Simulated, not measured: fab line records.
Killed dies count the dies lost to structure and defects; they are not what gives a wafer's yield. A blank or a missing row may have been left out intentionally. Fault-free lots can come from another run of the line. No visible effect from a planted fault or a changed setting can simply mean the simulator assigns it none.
fab line records	flow sky130
[record] lots = 13	wafers = 39	lastDay = 50
route steps=708 shown LI_CONTACT@362 CONTACT@411 METAL1@450 VIA1@470 PAD_OPEN@708
lots untouched by any fault: they come from a run of this same line in which no faults occurred
startH: hours from the record's opening day to when the first of the lot's shown wafers began	waitH: how many hours have passed since the lot's step before this one	" as in the row above	L1.1+2: several wafers, shown together as one row	- value missing, or start not given	* or withheld: withheld	< > ~ a bound
route shown NAME@n: a module of which the file shows steps, and the number in the route of the first	usual: average and standard deviation across the fault-free wafers	same: alike in all rows	chamber/n: place in a boat	sites: readings site by site	_std_site: their standard deviation	_edge_site: inner sites' mean taken away from outer sites' mean	radiusMm: how far each site lies from the wafer's centre	mask NAME#n: copy n	behind: the last tool/chamber to shape the wafer	hold: what put the lot on hold/how long, in hours/how the hold closed	device: the n, p or np transistor that did not switch	end of line: the same wafers' tests at the end of the route	for a step that has no rows: nothing shown but its recipe	killed: dies that structure and defects cost at the first sort, which is not the same as the wafer's yield	map: a wafer's dies, x killed, . not, _ none there
set.NAME: setting as actually run; set.NAME@STEP: the setting as run at that earlier step	model.NAME: the simulator's own value behind a step, which no gauge read
one table for each step of the route and one row for each wafer, over a sample of lots
services: when a tool's chamber went out of use (startH, in hours from the record's first day, below 0 if earlier), for how many hours, and the reason
[[steps]]
[step SKY_LI_CONTACT_HDPCVD_00]
[recipe] material = PSG	targetThkNm = 930	sigmaOpenFrac = 0.3	timeS = 155	tempC = 600	sih4FlowSccm = 62.43	pressureMtorr = 6
lot.wafer	tool	chamber	startH	waitH
L409.1+3+6	hdpcvd-01	1,0,0	663.56	0.0
L410.2+5+6	hdpcvd-01	1,0,1	663.86	0.0
L411.2+4+5	hdpcvd-01	1,0,2	664.16	0.0
L413.3+5+6	hdpcvd-01	0,0,1	681.69	0.0
L414.4+5+6	hdpcvd-02	0,2,1	689.54	0.1
L417.2+5+6	hdpcvd-02	0,0,2	715.64	0.0
L418.1+2+6	hdpcvd-01	0,1,2	722.90	0.0
L423.3+4+6	hdpcvd-01	2,1,0	759.31	0.0
L424.1+5+6	hdpcvd-02	2,2,1	766.40	0.0
L425.2+3+4	hdpcvd-01	0,2,1	776.42	0.0
L426.2+4+6	hdpcvd-01	0,1,0	781.90	0.0
L429.3+4+6	hdpcvd-02	0,2,0	813.14	0.0
L432.3+5+6	hdpcvd-02	0,2,0	845.40	0.0
[step SKY_LI_CONTACT_THK_MEAS_01]
[recipe] reads = PSG_of_LI_CONTACT_HDPCVD_00
[usual] LI_CONTACT_HDPCVD_THK = 965/10
lot.wafer	tool	chamber	startH	waitH	LI_CONTACT_HDPCVD_THK[nm]
L409.1	filmMetro-03	-	663.66	0.1	966
L409.3	"	-	"	"	960
L409.6	"	-	"	"	963
L410.2	filmMetro-03	-	663.97	0.1	966
L410.5	"	-	"	"	952
L410.6	"	-	"	"	961
L411.2	filmMetro-04	-	664.27	0.1	947
L411.4	"	-	"	"	956
L411.5	"	-	"	"	973
L413.3	filmMetro-04	-	681.82	0.1	966
L413.5	"	-	"	"	955
L413.6	"	-	"	"	961
L414.4	filmMetro-01	-	689.63	0.0	954
L414.5	"	-	"	"	963
L414.6	"	-	"	"	961
L417.2	filmMetro-03	-	715.76	0.1	968
L417.5	"	-	"	"	966
L417.6	"	-	"	"	982
L418.1	filmMetro-01	-	723.00	0.1	968
L418.2	"	-	"	"	966
L418.6	"	-	"	"	968
L423.3	filmMetro-03	-	759.43	0.1	839
L423.4	"	-	"	"	833
L423.6	"	-	"	"	845
L424.1	filmMetro-03	-	766.50	0.1	997
L424.5	"	-	"	"	984
L424.6	"	-	"	"	976
L425.2	filmMetro-01	-	776.53	0.1	830
L425.3	"	-	"	"	837
L425.4	"	-	"	"	824
L426.2	filmMetro-03	-	782.01	0.1	831
L426.4	"	-	"	"	833
L426.6	"	-	"	"	820
L429.3	filmMetro-04	-	813.26	0.1	945
L429.4	"	-	"	"	967
L429.6	"	-	"	"	947
L432.3	filmMetro-01	-	845.52	0.1	952
L432.5	"	-	"	"	969
L432.6	"	-	"	"	948
[step SKY_LI_CONTACT_ETCH_15]
[recipe] target = PSG	chemistry = C4F8/O2/Ar	stopOn = Si	taperDeg = 4.15	maskMaterial = KrF-thick	sourceW = 1500	biasW = 1200	pressureMtorr = 40	c4f8FlowSccm = withheld	O2_flow_sccm = 6	Ar_flow_sccm = 300	timeS = withheld	targetDepthA = 6000
[usual] oesProductAu = 0.837/0.0044
lot.wafer	tool	chamber	startH	waitH	oesProductAu
L409.1	rieDiel-04	2	692.64	0.0	0.835
L409.3	"	1	"	"	0.838
L409.6	"	2	"	"	0.838
L410.2	rieDiel-02	3	692.99	0.0	0.838
L410.5	"	0	"	"	0.836
L410.6	"	2	"	"	0.842
L411.2	rieDiel-04	3	693.03	0.0	0.827
L411.4	"	0	"	"	0.846
L411.5	"	3	"	"	0.834
L413.3	rieDiel-01	3	709.98	0.0	0.831
L413.5	"	2	"	"	0.837
L413.6	"	1	"	"	0.834
L414.4	rieDiel-04	2	717.48	0.0	0.833
L414.5	"	0	"	"	0.838
L414.6	"	1	"	"	0.848
L417.2	rieDiel-02	0	744.13	0.0	0.844
L417.5	"	3	"	"	0.834
L417.6	"	0	"	"	0.832
L418.1	rieDiel-02	0	751.29	0.0	0.830
L418.2	"	3	"	"	0.834
L418.6	"	0	"	"	0.839
L423.3	rieDiel-04	1	787.18	0.0	0.734
L423.4	"	0	"	"	0.732
L423.6	"	0	"	"	0.734
L424.1	rieDiel-02	2	793.03	0.0	0.834
L424.5	"	3	"	"	0.838
L424.6	"	0	"	"	0.837
L425.2	rieDiel-04	3	803.43	0.0	0.735
L425.3	"	1	"	"	0.729
L425.4	"	2	"	"	0.733
L426.2	rieDiel-04	0	808.13	0.0	0.735
L426.4	"	2	"	"	0.732
L426.6	"	2	"	"	0.730
L429.3	rieDiel-04	2	839.94	0.0	0.837
L429.4	"	3	"	"	0.840
L429.6	"	3	"	"	0.837
L432.3	rieDiel-01	3	871.99	0.0	0.832
L432.5	"	1	"	"	0.840
L432.6	"	2	"	"	0.837
[step SKY_CONTACT_BOW_MEAS_05]
[recipe] mode = bow
[usual] CONTACT_BOW = 84/6.7
lot.wafer	tool	chamber	startH	waitH	CONTACT_BOW[um]
L409.1	filmMetro-02	-	723.27	0.2	88
L409.3	"	-	"	"	80
L409.6	"	-	"	"	74
L410.2	filmMetro-02	-	723.59	0.2	78
L410.5	"	-	"	"	80
L410.6	"	-	"	"	87
L411.2	filmMetro-04	-	723.79	0.2	92
L411.4	"	-	"	"	92
L411.5	"	-	"	"	84
L413.3	filmMetro-03	-	740.56	0.3	79
L413.5	"	-	"	"	78
L413.6	"	-	"	"	89
L414.4	filmMetro-03	-	747.53	0.3	78
L414.5	"	-	"	"	91
L414.6	"	-	"	"	79
L417.2	filmMetro-03	-	773.93	0.3	77
L417.5	"	-	"	"	78
L417.6	"	-	"	"	79
L418.1	filmMetro-03	-	781.00	0.1	96
L418.2	"	-	"	"	91
L418.6	"	-	"	"	94
L423.3	filmMetro-03	-	816.15	0.2	73
L423.4	"	-	"	"	77
L423.6	"	-	"	"	81
L424.1	filmMetro-03	-	821.30	0.1	82
L424.5	"	-	"	"	84
L424.6	"	-	"	"	87
L425.2	filmMetro-04	-	831.23	0.2	98
L425.3	"	-	"	"	81
L425.4	"	-	"	"	94
L426.2	filmMetro-03	-	835.93	0.3	87
L426.4	"	-	"	"	82
L426.6	"	-	"	"	86
L429.3	filmMetro-03	-	868.55	0.1	77
L429.4	"	-	"	"	78
L429.6	"	-	"	"	77
L432.3	filmMetro-02	-	900.73	0.2	90
L432.5	"	-	"	"	82
L432.6	"	-	"	"	85
[step SKY_METAL1_OVL_MEAS_16]
[usual] METAL1_OVL = 1/5.7
lot.wafer	tool	chamber	startH	waitH	METAL1_OVL[nm]
L409.1	overlay-02	-	779.57	0.1	9
L409.3	"	-	"	"	11
L409.6	"	-	"	"	7
L410.2	overlay-01	-	781.22	0.1	4
L410.5	"	-	"	"	-2
L410.6	"	-	"	"	0
L411.2	overlay-01	-	781.57	0.1	7
L411.4	"	-	"	"	-6
L411.5	"	-	"	"	5
L413.3	overlay-02	-	796.02	0.1	7
L413.5	"	-	"	"	11
L413.6	"	-	"	"	4
L414.4	overlay-01	-	803.72	0.1	2
L414.5	"	-	"	"	-5
L414.6	"	-	"	"	1
L417.2	overlay-02	-	827.47	0.1	12
L417.5	"	-	"	"	2
L417.6	"	-	"	"	0
L418.1	overlay-02	-	833.70	0.1	-7
L418.2	"	-	"	"	0
L418.6	"	-	"	"	7
L423.3	overlay-02	-	869.21	0.1	2
L423.4	"	-	"	"	-12
L423.6	"	-	"	"	-10
L424.1	overlay-02	-	874.86	0.1	-5
L424.5	"	-	"	"	-12
L424.6	"	-	"	"	-3
L425.2	overlay-02	-	884.92	0.1	1
L425.3	"	-	"	"	-1
L425.4	"	-	"	"	5
L426.2	overlay-02	-	889.62	0.1	-9
L426.4	"	-	"	"	-2
L426.6	"	-	"	"	-5
L429.3	overlay-02	-	920.67	0.1	2
L429.4	"	-	"	"	-1
L429.6	"	-	"	"	1
L432.3	overlay-02	-	951.87	0.1	-4
L432.5	"	-	"	"	-4
L432.6	"	-	"	"	-1
[step SKY_VIA1_CD_MEAS_12]
[recipe] targetCdNm = 150
[usual] cdNm = 150.0/1.9
lot.wafer	tool	chamber	startH	waitH	cdNm
L409.1	cdSem-02	-	806.53	-	151.6
L409.3	"	-	"	"	152.5
L409.6	"	-	"	"	151.6
L410.2	cdSem-02	-	808.81	-	154.4
L410.5	"	-	"	"	153.8
L410.6	"	-	"	"	153.2
L411.2	cdSem-01	-	809.15	-	149.9
L411.4	"	-	"	"	149.6
L411.5	"	-	"	"	149.3
L413.3	cdSem-02	-	822.77	-	149.0
L413.5	"	-	"	"	148.3
L413.6	"	-	"	"	149.9
L414.4	cdSem-02	-	829.64	-	149.9
L414.5	"	-	"	"	149.0
L414.6	"	-	"	"	148.9
L417.2	cdSem-02	-	855.36	-	149.3
L417.5	"	-	"	"	149.7
L417.6	"	-	"	"	149.5
L418.1	cdSem-01	-	860.98	-	149.8
L418.2	"	-	"	"	150.8
L418.6	"	-	"	"	152.1
L423.3	cdSem-02	-	895.58	-	153.0
L423.4	"	-	"	"	151.7
L423.6	"	-	"	"	152.9
L424.1	cdSem-01	-	901.93	-	148.4
L424.5	"	-	"	"	150.0
L424.6	"	-	"	"	147.4
L425.2	cdSem-02	-	911.45	-	146.0
L425.3	"	-	"	"	146.6
L425.4	"	-	"	"	145.5
L426.2	cdSem-02	-	915.96	-	148.7
L426.4	"	-	"	"	149.5
L426.6	"	-	"	"	148.5
L429.3	cdSem-02	-	946.27	-	149.7
L429.4	"	-	"	"	148.9
L429.6	"	-	"	"	147.6
L432.3	cdSem-02	-	976.93	-	151.3
L432.5	"	-	"	"	150.3
L432.6	"	-	"	"	150.9
[step SKY_PAD_OPEN_PROBE_99]
[usual] killed_at_M0_to_M3 = 45/6.8	killed_at_M4_up = 3.1/2	killedAtContacts = 23/5.2	killedAtFrontEnd = 14/3.7	killedAtOther = 0.3/0.61	killedDies = 86/9	killedOpen = 46/6.9	killedShort = 39/6.4
[same] grossDies = 492	killedAtBackSide = 0
lot.wafer	tool	chamber	startH	waitH	killed_at_M0_to_M3	killed_at_M4_up	killedAtContacts	killedAtFrontEnd	killedAtOther	killedDies	killedOpen	killedShort
L423.6	prober-01	-	1154.01	0.2	50	2	31	14	0	97	47	47
L425.2	prober-01	-	1165.35	0.1	33	3	37	18	0	91	48	40
L425.3	prober-01	-	1165.40	0.2	47	6	24	15	2	94	53	39
L426.2	prober-02	-	1167.24	0.1	52	2	25	12	0	91	48	38
L426.6	prober-02	-	1167.44	0.2	56	4	18	17	0	95	55	39
// killed by level:class
L423.6 CONTACT:geometricParticle:open=12 VIA1:geometricParticle:open=11 VIA2:geometricParticle:open=7 LOCAL_INTERCONNECT:geometricParticle:short=7 VIA2:geometricParticle:short=7 VIA3:geometricParticle:open=6 METAL1:geometricParticle:short=5 VIA3:geometricParticle:short=5
L425.2 VIA1:geometricParticle:open=11 CONTACT:geometricParticle:open=9 FIELD_ISO:geometricParticle:short=8 LI_CONTACT:geometricParticle:open=8 LOCAL_INTERCONNECT:geometricParticle:short=7 CONTACT:geometricParticle:short=5 METAL2:geometricParticle:short=5 VIA2:geometricParticle:open=5
L425.3 LI_CONTACT:geometricParticle:open=9 FIELD_ISO:geometricParticle:open=8 CONTACT:geometricParticle:open=8 VIA1:geometricParticle:open=7 METAL1:geometricParticle:short=7 VIA2:geometricParticle:short=7 VIA3:geometricParticle:open=7 VIA2:geometricParticle:open=6
L426.2 VIA2:geometricParticle:open=11 VIA1:geometricParticle:open=8 VIA3:geometricParticle:open=7 METAL2:geometricParticle:short=6 LOCAL_INTERCONNECT:geometricParticle:short=6 LI_CONTACT:geometricParticle:open=5 LI_CONTACT:areaHdpcvd=5 FIELD_ISO:geometricParticle:open=4
L426.6 VIA2:geometricParticle:open=10 VIA3:geometricParticle:open=10 VIA1:geometricParticle:open=9 METAL3:geometricParticle:short=8 POLY_GATE:geometricParticle:open=5 LI_CONTACT:geometricParticle:open=5 METAL2:geometricParticle:short=5 CONTACT:geometricParticle:open=4
[[services]]
tool	chamber	startH	hours	kind
hdpcvd-02	0	639.73	13.3	repair
hdpcvd-01	-	645.69	0.8	repair
hdpcvd-02	-	650.75	15.0	pm
hdpcvd-02	0	650.75	15.0	ventCycle
hdpcvd-02	1	650.75	15.0	ventCycle
hdpcvd-02	2	650.75	15.0	ventCycle
rieDiel-04	-	664.16	1.2	repair
hdpcvd-02	0	665.75	-	clean
hdpcvd-02	1	665.75	-	clean
hdpcvd-02	2	665.75	-	clean
rieDiel-02	1	690.14	5.1	repair
rieDiel-02	3	702.72	-	clean
hdpcvd-01	-	703.27	2.8	pm
hdpcvd-01	-	715.31	5.5	pm
rieDiel-01	3	725.85	23.6	repair
rieDiel-01	2	730.21	7.1	repair
rieDiel-02	-	738.15	0.9	repair
rieDiel-04	2	750.60	20.0	repair
rieDiel-02	1	754.77	3.0	repair
rieDiel-04	-	758.74	0.9	repair
rieDiel-01	2	761.54	5.8	repair
hdpcvd-02	0	795.19	4.0	repair
rieDiel-01	-	833.09	2.8	pm
rieDiel-01	0	856.44	22.0	repair
[[key]]
[firstSign] step = SKY_LI_CONTACT_THK_MEAS_01	reading = LI_CONTACT_HDPCVD_THK	direction = down	sigmas = 13	usual = 965	struck = 832
[effect] step = SKY_LI_CONTACT_ETCH_15	reading = oesProductAu	direction = down	sigmas = 23	usual = 0.837	struck = 0.733
metAt SKY_LI_CONTACT_HDPCVD_00
struckLots L423,L425,L426
testerLeftOut L423,L425,L426
notActingAt SKY_CONTACT_BOW_MEAS_05,SKY_METAL1_OVL_MEAS_16,SKY_VIA1_CD_MEAS_12
onsetBetween 722.90 759.31
[fault] kind = siteProfileDrift	tool = hdpcvd-01	chamber = -	onsetH = 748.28	steps = SKY_LI_CONTACT_HDPCVD_00	basis = fraction	maxAbsDrift = 0.31284	slopeSharePerHr = 69.521	sitePattern = 0,0,0,0,0,-1,-1,-1,-1
// testerLeftOut: of these lots the tester's yield and bins aren't shown, on N5 and GAA mostly nor the transistor test; their killed dies are dies lost to structure and defects alone, not to doping, threshold or leakage, so they don't give the yield
